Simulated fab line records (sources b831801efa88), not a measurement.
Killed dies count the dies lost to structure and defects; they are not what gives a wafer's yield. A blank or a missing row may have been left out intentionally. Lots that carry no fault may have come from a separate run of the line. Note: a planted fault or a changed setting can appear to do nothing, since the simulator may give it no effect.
Which tool is to blame?	flow sky130	11 lots with 33 wafers sampled at 4 steps, on a route of 708 steps

== WHAT EACH GAUGE READ, for each wafer ==
SKY_CONTACT_BOW_MEAS_05.
lot	measured	on	CONTACT_BOW (um)
L332	day 30 16:48	filmMetro-04	78 74 84
L333	day 31 03:45	filmMetro-03	65 85 77
L336	day 32 05:36	filmMetro-04	88 86 75
L339	day 33 06:07	filmMetro-04	90 82 83
L343	day 34 12:52	filmMetro-01	86 72 87
L345	day 35 15:54	filmMetro-04	88 81 82
L347	day 35 21:38	filmMetro-01	84 81 85
L346	day 35 23:34	filmMetro-03	86 80 94
L348	day 36 17:53	filmMetro-01	90 81 80
L352	day 37 06:56	filmMetro-01	90 71 72
L354	day 37 18:17	filmMetro-04	84 85 90

== WHICH TOOL RAN EACH LOT (tool, then ch and the chambers of the sampled wafers, then the start) ==
lot	SKY_LOCAL_INTERCONNECT_METAL_ETCH_14	SKY_LOCAL_INTERCONNECT_STRIP_15	SKY_CONTACT_CVD_00
L332	rieMetal-04 ch 1, day 30 15:37	plasmaAsher-03 ch 0,1, day 30 15:40	pecvd-02 ch 1,2, day 30 16:16
L333	rieMetal-01 ch 0,1, day 31 02:18	plasmaAsher-01 ch 0,1, day 31 02:21	pecvd-03 ch 0,1, day 31 02:56
L336	rieMetal-02 ch 0,1, day 32 03:47	plasmaAsher-03 ch 0,1, day 32 03:50	pecvd-03 ch 0,1, day 32 04:46
L339	rieMetal-04 ch 1, day 33 04:55	plasmaAsher-01 ch 0,1, day 33 04:58	pecvd-02 ch 1,2, day 33 05:34
L343	rieMetal-04 ch 0,1, day 34 11:40	plasmaAsher-02 ch 0,1, day 34 11:44	pecvd-01 ch 1,2, day 34 12:18
L345	rieMetal-04 ch 0,1, day 35 14:43	plasmaAsher-01 ch 0,1, day 35 14:46	pecvd-03 ch 1,2, day 35 15:22
L347	rieMetal-01 ch 0,1, day 35 20:19	plasmaAsher-03 ch 0,1, day 35 20:22	pecvd-02 ch 0,2, day 35 20:57
L346	rieMetal-02 ch 0,1, day 35 22:20	plasmaAsher-02 ch 0,1, day 35 22:25	pecvd-02 ch 0,2, day 35 22:59
L348	rieMetal-01 ch 1, day 36 16:38	plasmaAsher-02 ch 0,1, day 36 16:43	pecvd-01 ch 0,1,2, day 36 17:20
L352	rieMetal-04 ch 0,1, day 37 05:46	plasmaAsher-02 ch 0,1, day 37 05:49	pecvd-03 ch 0,1, day 37 06:25
L354	rieMetal-02 ch 0,1, day 37 17:02	plasmaAsher-03 ch 0,1, day 37 17:06	pecvd-02 ch 0,1, day 37 17:45
- SKY_LOCAL_INTERCONNECT_METAL_ETCH_14: etches TiN in Cl2/BCl3, stops on PSG, target depth 110 nm, time 31.4 s.
- SKY_LOCAL_INTERCONNECT_STRIP_15: strips in O2/N2.
- SKY_CONTACT_CVD_00: deposits Si3N4, target thk 75 nm.

== THE ANSWER, worked out from the rows above alone ==
Rule: usual is defined by the lots themselves. Put in order of their means at a reading, lots are off if they are a third of the lots or fewer, leave a main group of 4 or more, and stand apart from it by a gap of 3 or more times the standard deviation of the main group's means; of several such gaps the widest counts. A main group whose means are all the same, to the digits that the tables above print for the reading, isn't used. A lot without any number at a reading at which 4 lots or more have one is off too. The other lots that the step has rows for count as sound.
Across all readings shown, no lot is off: no conclusion can be drawn from this.

== WHAT THE SIMULATOR PUT IN ==
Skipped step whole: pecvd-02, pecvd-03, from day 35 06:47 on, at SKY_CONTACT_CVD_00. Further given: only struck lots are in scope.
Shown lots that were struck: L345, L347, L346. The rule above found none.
